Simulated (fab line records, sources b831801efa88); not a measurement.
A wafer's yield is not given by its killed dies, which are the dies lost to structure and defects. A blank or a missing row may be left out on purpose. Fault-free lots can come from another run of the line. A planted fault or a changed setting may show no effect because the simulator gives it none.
Which of the tools did it?    flow gf180mcu    12 lots, 36 wafers sampled, at 1 step of a route of 602

== WHAT THE GAUGES READ, wafer by wafer ==
GF_M1_THK_MEAS_06: measures by xrf.
lot   measured      on             M1_ALCU_THK (nm)
L829  day 16 03:25  film-metro-01  439 438 441
L830  day 16 12:37  film-metro-03  449 446 446
L831  day 16 23:21  film-metro-01  443 443 439
L836  day 18 21:34  film-metro-03  436 436 442
L841  day 21 06:03  film-metro-01  438 440 435
L840  day 21 07:13  film-metro-01  447 444 446
L843  day 22 01:01  film-metro-03  453 446 448
L845  day 22 13:35  film-metro-03  439 440 440
L844  day 22 15:13  film-metro-01  430 430 433
L848  day 23 03:04  film-metro-04  451 453 450
L847  day 23 10:13  film-metro-03  443 445 442
L850  day 23 23:38  film-metro-03  439 436 442

== EACH LOT AND THE TOOL THAT RAN IT (in order: tool; ch and the chambers of the sampled wafers; start) ==
The record holds no process step before these readings.

== WHAT THE TOOLS THEMSELVES READ (means of the sampled wafers that have a number; where no wafer has one, the mark that the record gives instead) ==
The record holds no such reading with a usual standard deviation.

== THE ANSWER, worked out from the rows above alone ==
Rule: what is usual is taken from the lots themselves. Put in order of their means at a reading, lots are off if they are a third of the lots or fewer, leave a main group of 4 or more, and stand apart from it by a gap of 3 or more times the standard deviation of the main group's means; of several such gaps the widest counts. A main group is skipped when, at the precision printed for the reading in the tables above, its means are all equal. A lot without any number at a reading at which 4 lots or more have one is off too. Where the step has rows for the other lots, those lots are counted as sound. After the gauges, taken in route order, come the tools' own readings; for these a lot's mean is taken, as printed above. The first step at which some lot is off is used, and at that step the reading that is off furthest; a lot without a number counts as furthest.
None of the lots is off at any reading shown; this tells nothing.

== WHAT THE SIMULATOR HAD INSERTED ==
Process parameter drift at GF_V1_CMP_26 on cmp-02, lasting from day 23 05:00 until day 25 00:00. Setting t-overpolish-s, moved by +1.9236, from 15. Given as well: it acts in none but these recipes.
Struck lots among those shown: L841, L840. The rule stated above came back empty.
